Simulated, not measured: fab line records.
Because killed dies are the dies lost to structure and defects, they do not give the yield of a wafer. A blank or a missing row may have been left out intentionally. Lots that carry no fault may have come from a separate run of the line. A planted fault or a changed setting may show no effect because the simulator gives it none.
Chamber matching ; flow sky130 ; pecvd-03 running SKY_CAPM_CVD_00: 3 sister chambers
The step deposits SiO2, target thk 15.5 nm. 6 wafers are shown with their chamber, then 11 later ones without.

== WAFERS PAIRED WITH THEIR CHAMBERS ==
wafer;chamber;heater power w (W);heater power outer w (W)
L088.1;1;564;334
L088.2;2;831;497
L091.1;0;887;488
L091.2;1;597;361
L091.5;2;812;498
L093.1;0;767;382

== WAFERS WITH NO CHAMBER GIVEN ==
wafer;heater power w (W);heater power outer w (W)
L093.4;590;354
L093.5;714;423
L094.1;850;475
L094.4;728;434
L094.6;491;276
L097.1;825;461
L097.3;769;463
L097.5;760;469
L096.3;887;501
L096.4;803;513
L096.5;896;502

== THE CHAMBER EACH PASSED THROUGH ==
wafer;from the rows above;in truth
L093.4;1;1
L093.5;can't be placed: 0 or 2 or 1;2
L094.1;can't be placed: 2 or 0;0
L094.4;can't be placed: 0 or 2 or 1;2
L094.6;1;1
L097.1;can't be placed: 0 or 2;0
L097.3;can't be placed: 2 or 0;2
L097.5;can't be placed: 2 or 0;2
L096.3;can't be placed: 2 or 0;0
L096.4;can't be placed: 2 or 0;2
L096.5;can't be placed: 2 or 0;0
Correctly placed: 2 of 11. Not placeable from these rows: 9 (in 9, the candidates include the true chamber). Number placed wrongly: 0.
How it was worked out, from the rows above alone: a wafer's distance from a chamber is the root of the sum, over the readings, of the square of ((its reading less the chamber's mean) divided by the reading's scatter). The wafer belongs to the nearest chamber; if the next one is less than 2 further off, it can't be placed. Each chamber's mean is taken over the wafers shown for it. The scatter: the root of (the sum of the squares of (reading less its chamber's mean) over the shown wafers, divided by (wafers less chambers)).
